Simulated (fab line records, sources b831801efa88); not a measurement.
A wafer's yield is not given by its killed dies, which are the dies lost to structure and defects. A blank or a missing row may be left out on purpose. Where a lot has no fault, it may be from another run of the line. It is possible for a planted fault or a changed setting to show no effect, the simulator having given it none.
What tool caused it? + flow gf180mcu + Sampling: 6 lots, 18 wafers, 3 of 602 route steps

WHAT THE GAUGES SHOWED, per wafer
GF_PASSIVATION_THK_MEAS_01.
| lot  | measured     | on           | PASSIVATION_CVD_00_THK (nm) |
|------|--------------|--------------|-----------------------------|
| L721 | day 29 07:32 | filmMetro-04 | 997 1005 1009               |
| L724 | day 30 03:25 | filmMetro-04 | 429 433 446                 |
| L726 | day 30 13:07 | filmMetro-04 | 436 441 432                 |
| L736 | day 33 00:27 | filmMetro-04 | 998 987 1007                |
| L738 | day 33 09:43 | filmMetro-04 | 975 992 988                 |
| L741 | day 34 00:24 | filmMetro-04 | 983 985 972                 |

EACH LOT AND THE TOOL THAT RAN IT (in order: tool; ch and the chambers of the sampled wafers; start)
| lot  | GF_M3_SPUTTER_01            | GF_PASSIVATION_CVD_00           |
|------|-----------------------------|---------------------------------|
| L721 | pvdSputter-02, day 21 10:56 | pecvd-03 ch 0,2, day 29 07:26   |
| L724 | pvdSputter-02, day 22 19:03 | pecvd-04 ch 0,1,2, day 30 03:20 |
| L726 | pvdSputter-04, day 23 07:26 | pecvd-04 ch 0,1,2, day 30 13:02 |
| L736 | pvdSputter-02, day 26 09:09 | pecvd-03 ch 0,1, day 33 00:22   |
| L738 | pvdSputter-03, day 26 20:47 | pecvd-04 ch 1,2, day 33 09:37   |
| L741 | pvdSputter-02, day 27 16:03 | pecvd-01 ch 0,1,2, day 34 00:20 |
- GF_M3_SPUTTER_01: material TiN, target thk 30 nm, time 25 s.
- GF_PASSIVATION_CVD_00: deposits SiO2 from TEOS, target thk 1000 nm, time 111.95 s.

THE ANSWER, worked out from the rows above alone
Rule: what is usual is taken from the lots themselves. The widest of any qualifying gaps counts: lots, ordered by their means at a reading, are off when they make up no more than a third of the lots, leave a main group of 4 or more, and stand apart from it by 3 or more times the standard deviation of that group's means. Not used: any main group whose means are identical at the precision the tables above print for the reading. A lot without any number at a reading at which 4 lots or more have one is off too. The other lots that the step has rows for count as sound.
Off: L724, L726, seen at GF_PASSIVATION_THK_MEAS_01 (PASSIVATION_CVD_00_THK). The main group has a mean of 992 nm with a standard deviation of 9.4.
A tool fits if, at a process step before that reading, it ran every lot that is off, and no sound lot after the first of them. Those tools and the gauges at GF_PASSIVATION_THK_MEAS_01 are tried in the same way. No candidate that was tried fits.

WHAT HAD BEEN PUT IN BY THE SIMULATOR
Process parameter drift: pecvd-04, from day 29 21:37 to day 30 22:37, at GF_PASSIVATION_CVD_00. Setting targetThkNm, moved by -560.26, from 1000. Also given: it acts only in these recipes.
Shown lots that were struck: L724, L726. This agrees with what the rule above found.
